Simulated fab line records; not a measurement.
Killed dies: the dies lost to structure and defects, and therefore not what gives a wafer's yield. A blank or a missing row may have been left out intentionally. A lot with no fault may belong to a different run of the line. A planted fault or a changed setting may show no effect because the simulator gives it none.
Struck lot and sound lot, side by side / flow sky130 / 30 out of 708 route steps
Sound: wafers L443.1, L443.3, L443.6. The struck wafers were L431.1, L431.3, L431.4. The cause comes at the end.
For every step that has rows: the tool of each side, followed by ch and its chambers, followed by its first start. Under that, the readings that differ: sound wafers / struck wafers / difference of the means / sigmas: that difference in standard deviations of wafers without a fault.
alike: words and numbers the same on both sides, and readings whose means are apart by under 2 such deviations; not compared: readings that were withheld, readings missing a value for some wafer, numbers with overlapping values and no deviation given by the record, and bounds like >300 which may hide the same value.
A row with sigmas, a row that says differs or no value, or rows on one side alone: a step with any of these is where the two part. When numbers do not overlap yet have no deviation, they are printed without sigmas and do not part them. A reading that every wafer of one side lacks parts them only if that side has two wafers or more.

first, 5 steps without rows for these wafers: SKY_SONOS_ONO_COAT_08 (resist thk 1140 nm); SKY_SONOS_ONO_SOFTBAKE_09 (time 60 s); SKY_SONOS_ONO_EXPOSE_10 (exposes mask ONOM, target cd 410 nm); SKY_SONOS_ONO_PEB_11; SKY_SONOS_ONO_DEVELOP_12 (develop time 60 s).
SKY_SONOS_ONO_CD_MEAS_13: target cd 410 nm.
  sound: cd-sem-01 at day 19 18:40; struck: cd-sem-01 at day 15 18:22
  alike: cd-nm
SKY_SONOS_ONO_OVL_MEAS_14:
  sound: overlay-01 at day 19 18:47; struck: overlay-01 at day 15 18:29
  alike: SONOS_ONO_OVL
SKY_SONOS_ONO_ETCH_15: etches the open film in CHF3/O2, target depth 19.52 nm, time 7.8 s.
  sound on rie-diel-04 ch 0,1, day 19 18:49; struck on rie-diel-01 ch 1,2, day 15 18:31
  alike: drypump-motor-current-A, oes-product-au, throttle-valve-pct
  not compared: rf-hours-counter-h
then, 1 step without rows for these wafers: SKY_SONOS_ONO_WET_ETCH_16 (etches SiO2 in dHF, target depth 14 nm, time 280 s).
SKY_SONOS_ONO_STRIP_17: strips in O2/N2.
  sound on plasma-asher-04 ch 0,1, day 19 18:56; struck on plasma-asher-01 ch 0,1, day 15 18:44
  alike: drypump-motor-current-A, o2-flow-sccm, oes-product-au, strip-time-to-endpoint-s
  not compared: rf-hours-counter-h
then, 2 steps without rows for these wafers: SKY_SONOS_ONO_WET_ETCH_18 (etches Si3N4 in H3PO4, target depth 15 nm, time 172 s); SKY_GATE_OXIDE_CLEAN_00 (cleans in SC1/SC2, time 150 s).
SKY_GATE_OXIDE_OXIDATION_01: stabilise 600 s, purge 300 s, target thk 10.268 nm.
  sound on furnace-01 ch 0, day 19 19:09; struck on furnace-02 ch 0, day 15 19:31
reading=spike-tc-bottom-C (C); sound=916.0 916.2 917.9; struck=906.8 904.1 904.5; difference=-11.6; sigmas=-10
reading=spike-tc-centre-C (C); sound=901.1 902.4 901.4; struck=886.3 886.8 886.4; difference=-15.1; sigmas=-12
reading=spike-tc-lower-C (C); sound=900.5 900.0 901.9; struck=886.8 888.1 888.5; difference=-13.0; sigmas=-12
reading=spike-tc-top-C (C); sound=916.1 916.6 916.1; struck=897.9 897.2 897.3; difference=-18.8; sigmas=-8
reading=spike-tc-upper-C (C); sound=899.9 899.8 899.6; struck=887.4 887.5 886.0; difference=-12.8; sigmas=-13
reading=zone-power-lower-pct (%); sound=17.27 17.06 17.01; struck=16.82 16.45 16.60; difference=-0.49; sigmas=-3
reading=zone-power-upper-pct (%); sound=21.3 21.2 21.6; struck=16.6 16.7 16.9; difference=-4.6; sigmas=-2
reading=model.SiO2_of_GATE_OXIDE_OXIDATION_01.thk-nm (nm); sound=10.47 10.54 10.59; struck=9.165 9.165 9.009; difference=-1.420; sigmas=
SKY_GATE_OXIDE_THK_MEAS_02:
  sound: film-metro-04 at day 19 20:34; struck: film-metro-03 at day 15 20:55
reading=GATE_OXIDE_OXIDATION_00_THK (nm); sound=10.50 10.50 10.50; struck=9.18 9.15 9.01; difference=-1.39; sigmas=-7
then, 7 steps without rows for these wafers: SKY_GATE_OXIDE_DEHYDRATE_03 (time 60 s); SKY_GATE_OXIDE_HMDS_04 (prime time 60 s); SKY_GATE_OXIDE_COAT_05 (resist thk 1140 nm); SKY_GATE_OXIDE_SOFTBAKE_06 (time 60 s); SKY_GATE_OXIDE_EXPOSE_07 (exposes mask LVOM, target cd 600 nm); SKY_GATE_OXIDE_PEB_08; SKY_GATE_OXIDE_DEVELOP_09 (develop time 60 s).
SKY_GATE_OXIDE_OVL_MEAS_10:
  sound: overlay-02 at day 21 02:56; struck: overlay-01 at day 17 00:22
  alike: GATE_OXIDE_OVL
then, 2 steps without rows for these wafers: SKY_GATE_OXIDE_IMPLANT_11; SKY_GATE_OXIDE_WET_ETCH_12 (etches SiO2 in dHF, target depth 16.8 nm, time 336 s).
SKY_GATE_OXIDE_STRIP_13: strips in O2/N2.
  sound on plasma-asher-03 ch 0,1, day 21 03:14; struck on plasma-asher-03 ch 0,1, day 17 00:39
  alike: drypump-motor-current-A, o2-flow-sccm, oes-product-au, strip-time-to-endpoint-s
  not compared: rf-hours-counter-h
SKY_GATE_OXIDE_TW_MEAS_14:
  sound: film-metro-01 at day 21 03:20; struck: film-metro-04 at day 17 00:45
reading=GATE_OXIDE_TW; sound=225.8 224.8 226.4; struck=220.5 220.3 219.5; difference=-5.6; sigmas=-2
then, 1 step without rows for these wafers: SKY_GATE_OXIDE_CLEAN_15 (cleans in SC1/SC2, time 150 s).
SKY_GATE_OXIDE_OXIDATION_16: stabilise 600 s, purge 300 s, target thk 3.57 nm.
  sound on furnace-02 ch 0, day 21 03:54; struck on furnace-02 ch 0, day 17 00:56
reading=model.SiO2_of_GATE_OXIDE_OXIDATION_01.thk-nm (nm); sound=11.8 11.85 11.93; struck=10.62 10.63 10.47; difference=-1.29; sigmas=
  alike: spike-tc-bottom-C, spike-tc-centre-C, spike-tc-lower-C, spike-tc-top-C, spike-tc-upper-C, zone-power-lower-pct, zone-power-upper-pct
then, 1 step without rows for these wafers: SKY_POLY_GATE_CVD_00 (deposits poly-Si, target thk 180 nm, time 720 s).
-- here the record skips 31 days between the struck wafers' starts before and after, leaving off in module POLY_GATE and picking up in module PAD_OPEN (first step shown: number 708 of the route) --
SKY_PAD_OPEN_PROBE_99:
  sound: prober-02 at day 50 22:08; struck: prober-01 at day 48 04:23
reading=model.etest.nfet_16v.r-on-ohm-um; sound=1.4e+04 1.417e+04 1.422e+04; struck=1.354e+04 1.358e+04 1.353e+04; difference=-5.800e+02; sigmas=
reading=model.etest.pfet-g5v0d10v5.r-on-ohm-um; sound=4675 4774 4742; struck=4490 4441 4512; difference=-249; sigmas=
reading=model.etest.tip-sonos.rs-ohm-sq; sound=2666 2715 2691; struck=2467 2502 2482; difference=-207; sigmas=
reading=model.etest.nfet-g5v0d10v5.r-on-ohm-um; sound=1874 1855 1870; struck=1789 1757 1790; difference=-88; sigmas=
reading=model.etest.nfet-g5v0d10v5.drive-ua-um; sound=604.2 595.1 596.9; struck=660.7 665.2 671.9; difference=+67.2; sigmas=
reading=model.etest.nfet_05v0_nvt.drive-ua-um; sound=575.7 570.1 573.6; struck=633.5 631.5 636.7; difference=+60.8; sigmas=
reading=model.etest.pfet-g5v0d10v5.drive-ua-um; sound=344.5 340.6 341.2; struck=374.6 377.6 373.5; difference=+33.1; sigmas=
reading=model.etest.nfet_16v.drive-ua-um; sound=223.8 220 219.8; struck=246.1 242.8 247.1; difference=+24.1; sigmas=
  alike: killed_at_M0_to_M3, killed_at_M4_up, killed-at-contacts, killed-at-front-end, killed-at-other, killed-dies, killed-open, killed-short

## WHERE THEY PART
First at SKY_GATE_OXIDE_OXIDATION_01; last, within this record, at SKY_GATE_OXIDE_TW_MEAS_14. Later steps at which nothing parts them and some readings are alike: SKY_GATE_OXIDE_OXIDATION_16, SKY_PAD_OPEN_PROBE_99.

WHY: what the simulator had put in
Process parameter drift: furnace-02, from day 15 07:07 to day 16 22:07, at SKY_GATE_OXIDE_OXIDATION_01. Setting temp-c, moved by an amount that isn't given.
